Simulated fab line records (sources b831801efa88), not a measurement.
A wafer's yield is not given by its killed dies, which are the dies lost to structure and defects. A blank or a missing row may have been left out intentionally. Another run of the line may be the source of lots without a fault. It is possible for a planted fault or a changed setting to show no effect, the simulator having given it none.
The tool behind it: which one?    flow sky130    Sampling: 15 lots, 45 wafers, 2 of 708 route steps

## WHAT EACH GAUGE READ, for each wafer
SKY_VT_ADJUST_HVTR_OVL_MEAS_08.
lot   measured      on          VT_ADJUST_HVTR_OVL (nm)
L164  day 9 12:37   overlay-01  -2.2 -2.7 -1.0
L165  day 10 03:43  overlay-02  -0.8 -0.9 -1.0
L166  day 10 10:55  overlay-02  -2.0 -0.8 -0.3
L167  day 11 01:49  overlay-01  -2.7 -0.2 -0.5
L173  day 12 13:07  overlay-02  -1.3 -1.7 -0.7
L174  day 13 03:16  overlay-01  -0.8 0.4 0.1
L175  day 13 07:47  overlay-01  0.0 -0.1 -2.2
L177  day 13 13:03  overlay-01  -2.7 -1.5 -1.3
L178  day 14 05:26  overlay-01  -0.9 0.1 -0.5
L180  day 15 05:11  overlay-02  0.5 1.0 1.7
L179  day 15 08:08  overlay-01  2.2 1.6 0.3
L181  day 15 09:33  overlay-01  0.1 -1.0 -2.6
L183  day 15 17:28  overlay-02  -0.2 0.6 0.3
L184  day 16 02:37  overlay-02  0.9 0.9 1.1
L185  day 16 04:02  overlay-01  -0.7 -0.5 -1.2

SKY_GATE_OXIDE_OVL_MEAS_10.
lot   measured      on          GATE_OXIDE_OVL (nm)
L164  day 13 20:11  overlay-01  0.7 0.7 2.3
L165  day 14 12:50  overlay-02  0.9 0.7 0.0
L166  day 14 19:10  overlay-02  -0.9 -1.8 -0.4
L167  day 15 15:02  overlay-02  -1.2 0.9 0.9
L173  day 17 11:31  overlay-01  -0.7 0.0 -0.1
L174  day 18 05:56  overlay-02  0.5 0.8 1.2
L175  day 18 06:10  overlay-01  -1.2 -0.8 -0.6
L177  day 18 22:00  overlay-02  -0.5 0.7 1.1
L178  day 19 10:55  overlay-01  0.5 1.2 1.8
L180  day 20 09:49  overlay-02  3.5 0.5 -0.7
L179  day 20 11:48  overlay-01  -0.1 0.9 -0.5
L181  day 20 13:15  overlay-01  -0.7 0.7 0.2
L183  day 21 01:27  overlay-02  -1.7 -1.2 -1.7
L184  day 21 16:28  overlay-02  -0.8 0.3 -0.2
L185  day 21 16:47  overlay-02  -3.0 -0.9 -1.4

## TOOL THAT RAN EACH LOT (tool first, then ch and the chambers of the sampled wafers, then the start)
The record shows no process step preceding these readings.

## WHAT THE TOOLS THEMSELVES READ (means of the sampled wafers that have a number; where no wafer has one, the mark that the record gives instead)
The record holds no such reading with a usual standard deviation.

## THE ANSWER, worked out from the rows above alone
Rule: the usual values come from the lots themselves. Put in order of their means at a reading, lots are off if they are a third of the lots or fewer, leave a main group of 4 or more, and stand apart from it by a gap of 3 or more times the standard deviation of the main group's means; of several such gaps the widest counts. A main group is skipped when, at the precision printed for the reading in the tables above, its means are all equal. Also off: a lot with no number at a reading for which 4 or more lots have one. All remaining lots with rows at the step are treated as sound. Order of review: gauges by route order, followed by the tools' own readings, for which a lot's mean as printed above is used. The first step at which some lot is off is used, and at that step the reading that is off furthest; a lot without a number counts as furthest.
No lot is off on any of the readings shown, so nothing can be concluded from this.

## WHAT THE SIMULATOR HAD INSERTED
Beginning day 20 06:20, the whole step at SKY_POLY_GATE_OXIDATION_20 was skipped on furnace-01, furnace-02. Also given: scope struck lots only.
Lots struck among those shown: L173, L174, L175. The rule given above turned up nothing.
